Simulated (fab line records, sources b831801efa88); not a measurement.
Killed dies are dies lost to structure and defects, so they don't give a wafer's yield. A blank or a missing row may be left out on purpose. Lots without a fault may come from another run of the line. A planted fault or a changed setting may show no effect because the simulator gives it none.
Chamber matching | flow gf180mcu | GF_V3_CMP_26 on cmp-02: 4 sister chambers
The step polishes, stops on SiO2, t overpolish 15 s, target thk 0 nm. 4 wafers are shown with their chamber, then 7 later ones without.

WAFERS WITH THEIR CHAMBER
wafer  | chamber | motor_current_A (A)
L439.3 | 3       | 10.0
L453.2 | 0       | 10.3
L454.1 | 2       | 11.8
L454.4 | 1       | 12.1

WAFERS WITHOUT THEIR CHAMBER
wafer  | motor_current_A (A)
L454.5 | 12.1
L455.2 | 10.7
L455.3 | 10.4
L455.4 | 11.9
L459.1 | 11.2
L459.2 | 10.4
L459.6 | 10.7

WHICH CHAMBER EACH WENT THROUGH
wafer  | from the rows above               | in truth
L454.5 | can't be placed: 1 or 2           | 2
L455.2 | can't be placed: 0 or 3           | 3
L455.3 | can't be placed: 0 or 3           | 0
L455.4 | can't be placed: 2 or 1           | 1
L459.1 | can't be placed: 2 or 0 or 1 or 3 | 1
L459.2 | can't be placed: 0 or 3           | 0
L459.6 | can't be placed: 0 or 3           | 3
Placed correctly: 0 of 7. Can't be placed from these rows: 7 (the true chamber is among the candidates in 7). Placed wrongly: 0.
How it was worked out, from the rows above alone: a wafer's distance from a chamber is the root of the sum, over the readings, of the square of ((its reading less the chamber's mean) divided by the reading's scatter). The wafer belongs to the nearest chamber; if the next one is less than 2 further off, it can't be placed. A chamber's mean is the mean of its shown wafers. The scatter: with one shown wafer a chamber, the root of the mean of the squares of how far each hidden wafer lies from its nearest shown one.
